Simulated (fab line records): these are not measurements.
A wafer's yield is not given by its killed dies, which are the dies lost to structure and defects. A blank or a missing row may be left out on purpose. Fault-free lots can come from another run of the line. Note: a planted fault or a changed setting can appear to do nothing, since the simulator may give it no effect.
Problem report, 8D (eight disciplines) form, completed by code + flow sky130 + the parts of the form that need people (team, actions taken, sign-off) are left out

## 1. WHAT WENT WRONG
VIA2_HDPCVD_THK at SKY_VIA2_THK_MEAS_01 reads a mean of 1486 nm on 1 wafer of 1 lot; wafers without a fault read 1176 nm with a standard deviation of 12. That puts it +26 standard deviations away from the usual mean.
Earliest sighting: wafer L692.3 on film metro-01 at day 41 05:19. The record holds 39 wafers of 13 lots with a number at this step. Rule for "out", or "out of limits": more than 4 standard deviations from the usual mean. The other wafers with a number count as sound.

## 2. WHAT THIS IS AND IS NOT
| question                    | is                | is not                                                                    |
|-----------------------------|-------------------|---------------------------------------------------------------------------|
| which readings at this step | VIA2_HDPCVD_THK   | -                                                                         |
| which lots                  | L692              | L673, L674, L675, L676, L677, L679, L681, L682, L683, L687, L695, L696    |
| which wafers of those lots  | L692.3            | L692.2, L692.5                                                            |
| read on which gauges        | film metro-01     | film metro-03, film metro-04                                              |
| when                        | from day 41 05:19 | up to then (32 sound wafers); but 6 sound wafers of L695, L696 came after |

## 3. THE SUSPECTS, EACH WITH WHAT RULES IT OUT
Counting: if a tool at a process step up to the reading ran every lot that is out, it stays a suspect. Sound lots after the first of them don't rule it out here, since some wafers of a struck lot are sound.
- ruled out: the gauge at SKY_VIA2_THK_MEAS_01. All the wafers that are out were read on film metro-01, but those of them that SKY_VIA2_HDPCVD_00 has rows for are out there too, on other tools.
- hdpcvd-02 at SKY_VIA2_HDPCVD_00 (deposits SiO2, target thk 1180 nm, time 196.7 s): kept. It processed L692, the lot that is out, at day 41 05:11, and its most recent sound lot before then was L683 at day 38 10:59. On those wafers its own readings are out: run length s.
- Within hdpcvd-02 at SKY_VIA2_HDPCVD_00: the wafers that are out ran in chamber 0; their sound lot-mates ran in chambers 1, 2.
Remaining after the count: hdpcvd-02 at SKY_VIA2_HDPCVD_00.

## 4. THE CAUSE (what the simulator had put in)
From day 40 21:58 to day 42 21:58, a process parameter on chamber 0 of hdpcvd-02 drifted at SKY_VIA2_HDPCVD_00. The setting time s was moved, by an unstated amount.
Only this tool survived the counting.

## 5. THE EFFECT CHAIN, in route order
Each row: a reading whose mean over the struck wafers that have a number lies more than 3 standard deviations from the usual. Readings are gone through only where the record gives a usual standard deviation; hours: the median, over the lots, of the time from a lot's start at the first step in this table giving one to that lot's start at this step; sigmas: the change measured in usual standard deviations.
| hours | step                 | reading         | usual   | on struck wafers | change | sigmas |
|-------|----------------------|-----------------|---------|------------------|--------|--------|
| 0     | SKY_VIA2_HDPCVD_00   | run length s    | 225.0 s | 275.0            | +50.0  | +79    |
| 0     | SKY_VIA2_THK_MEAS_01 | VIA2_HDPCVD_THK | 1176 nm | 1486             | +310   | +26    |
Its process steps:
- SKY_VIA2_HDPCVD_00: deposits SiO2, target thk 1180 nm, time 196.7 s.

## 6. WHAT WOULD HAVE CAUGHT IT SOONER
In this record the first reading out of limits at a measuring or inspecting step was taken at day 41 05:19, 7 hours after the fault began at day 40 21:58.
Tool's own readings at SKY_VIA2_HDPCVD_00, run length s: out on all struck wafers the step has rows for; an alarm limit on them would have tripped on the first.
By day 41 05:19, every lot that is out (1) had started SKY_VIA2_HDPCVD_00 on hdpcvd-02. A hold on the tool at that time would have spared none of them.
